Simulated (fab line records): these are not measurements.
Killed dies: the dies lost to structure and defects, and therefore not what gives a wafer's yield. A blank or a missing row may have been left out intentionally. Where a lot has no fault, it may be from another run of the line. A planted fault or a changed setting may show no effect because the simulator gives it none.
Chamber matching + flow gf180mcu + GF_V5_CVD_02 on pecvd-03 has 3 sister chambers
The step deposits SiO2 from TEOS, target thk 1450 nm, time 163.28 s. 14 wafers are shown with their chamber, then 7 later ones without.

WAFERS, EACH WITH ITS CHAMBER
| wafer  | chamber | heaterPowerW (W) |
|--------|---------|------------------|
| L803.1 | 2       | 692              |
| L803.2 | 0       | 611              |
| L803.6 | 1       | 657              |
| L805.2 | 2       | 613              |
| L805.5 | 1       | 677              |
| L805.6 | 0       | 563              |
| L806.1 | 0       | 598              |
| L806.2 | 1       | 599              |
| L806.3 | 2       | 598              |
| L809.1 | 0       | 636              |
| L809.2 | 2       | 698              |
| L809.3 | 1       | 646              |
| L808.1 | 0       | 702              |
| L808.4 | 0       | 579              |

SIGNATURES (averages over the wafers above)
| reading      | chamber 0 | chamber 1 | chamber 2 | scatter within a chamber |
|--------------|-----------|-----------|-----------|--------------------------|
| heaterPowerW | 614.83    | 644.75    | 650.25    | 46.5                     |
Rule: for each reading, subtract the chamber's mean from the wafer's reading, divide by that reading's scatter and square the result; add these up over the readings and take the root, which gives the wafer's distance from the chamber. The wafer belongs to the nearest chamber; if the next one is less than 2 further off, it can't be placed. The scatter: take each reading less its chamber's mean, square it, sum over the shown wafers, divide by the number of wafers less the number of chambers, and take the root.

WAFERS WITH NO CHAMBER GIVEN
| wafer  | heaterPowerW (W) |
|--------|------------------|
| L808.6 | 555              |
| L814.3 | 564              |
| L814.5 | 652              |
| L814.6 | 700              |
| L815.3 | 671              |
| L815.4 | 666              |
| L815.6 | 707              |

WHICH CHAMBER EACH WENT THROUGH
| wafer  | from the rows above          | in truth |
|--------|------------------------------|----------|
| L808.6 | can't be placed: 0 or 1 or 2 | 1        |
| L814.3 | can't be placed: 0 or 1 or 2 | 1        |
| L814.5 | can't be placed: 2 or 1 or 0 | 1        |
| L814.6 | can't be placed: 2 or 1 or 0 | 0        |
| L815.3 | can't be placed: 2 or 1 or 0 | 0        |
| L815.4 | can't be placed: 2 or 1 or 0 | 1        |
| L815.6 | can't be placed: 2 or 1 or 0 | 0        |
0 of 7 placed correctly. Can't be placed from these rows: 7 (the true chamber is among the candidates in 7). Wrongly placed: 0.
